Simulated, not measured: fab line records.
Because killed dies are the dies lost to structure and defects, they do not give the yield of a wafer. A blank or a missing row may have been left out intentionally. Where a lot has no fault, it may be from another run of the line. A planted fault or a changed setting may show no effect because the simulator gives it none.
One fault through the eyes of 2 desks :: flow sky130 :: each desk has only its own numbers; what lay behind them comes last

== TOOL OWNER'S DESK, implanter-02 ==
The tool's own readings at SKY_VT_ADJUST_NCORE_IMPLANT_09: means of the sampled wafers that have a number, for each lot that ran on this tool. The brackets show how far a lot's mean lies from the usual mean; more than 4 standard deviations puts the lot out of limits, marked OUT.
Columns: A = beam energy keV at SKY_VT_ADJUST_NCORE_IMPLANT_09, usual 9.999
lot: L379
first seen here: day 9 17:41
A: 10.001

lot: L381
first seen here: day 10 08:44
A: 9.996

lot: L384
first seen here: day 11 06:45
A: 12.405 (+99 or more) OUT

lot: L385
first seen here: day 11 12:17
A: 12.403 (+99 or more) OUT

lot: L397
first seen here: day 15 07:04
A: 9.998
This desk finds L384, L385 out of limits, L384 being first, at day 11 06:45 (beam energy keV at SKY_VT_ADJUST_NCORE_IMPLANT_09). In limits: L379, L381, L397.

== THE METROLOGY DESK ==
Lot by lot, what the gauges showed, no matter which tool ran the lot: averages of those sampled wafers that carry a number. The brackets show how far a lot's mean lies from the usual mean; more than 4 standard deviations puts the lot out of limits, marked OUT.
Columns: A = VT_ADJUST_HVTP_TW at SKY_VT_ADJUST_HVTP_TW_MEAS_11, usual 1364; B = VT_ADJUST_NCORE_TW at SKY_VT_ADJUST_NCORE_TW_MEAS_11, usual 219.6
lot: L375
first seen here: day 5 23:46
A: 1371
B: 219.6

lot: L376
first seen here: day 6 08:12
A: 1353
B: 220.4

lot: L379
first seen here: day 7 01:53
A: 1366
B: 216.9

lot: L381
first seen here: day 7 15:22
A: 1363
B: 219.7

lot: L384
first seen here: day 8 11:22
A: 1354
B: 229.8 (+8.5) OUT

lot: L385
first seen here: day 8 16:15
A: 1358
B: 230.8 (+9.4) OUT

lot: L387
first seen here: day 9 09:53
A: 1378
B: 218.9

lot: L394
first seen here: day 11 11:33
A: 1375
B: 219.4

lot: L395
first seen here: day 11 17:40
A: 1371
B: 219.3

lot: L396
first seen here: day 11 22:11
A: 1350
B: 221.8

lot: L398
first seen here: day 12 01:53
A: 1360
B: 218.7

lot: L397
first seen here: day 12 02:25
A: 1371
B: 219.2
This desk finds L384, L385 out of limits, with the earliest case on L384 at day 11 06:59 (VT_ADJUST_NCORE_TW at SKY_VT_ADJUST_NCORE_TW_MEAS_11). In limits: L375, L376, L379, L381, L387, L394, L395, L396, L398, L397.

== BROUGHT TOGETHER ==
At day 11 06:45, on L384, L385, the tool owner's desk was in a position to raise an alarm.
On L384, L385, the metrology desk was in a position to raise an alarm at day 11 06:59.
Of the lots named, all ran SKY_VT_ADJUST_NCORE_IMPLANT_09 on implanter-02.

== WHAT WAS PUT IN BY THE SIMULATOR ==
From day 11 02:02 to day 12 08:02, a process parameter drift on implanter-02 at SKY_VT_ADJUST_NCORE_IMPLANT_09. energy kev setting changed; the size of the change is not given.
Struck lots among those shown: L384, L385.
Time in hours from fault onset to the first out-of-limits reading at each desk: tool owner's desk 5, metrology desk 5.
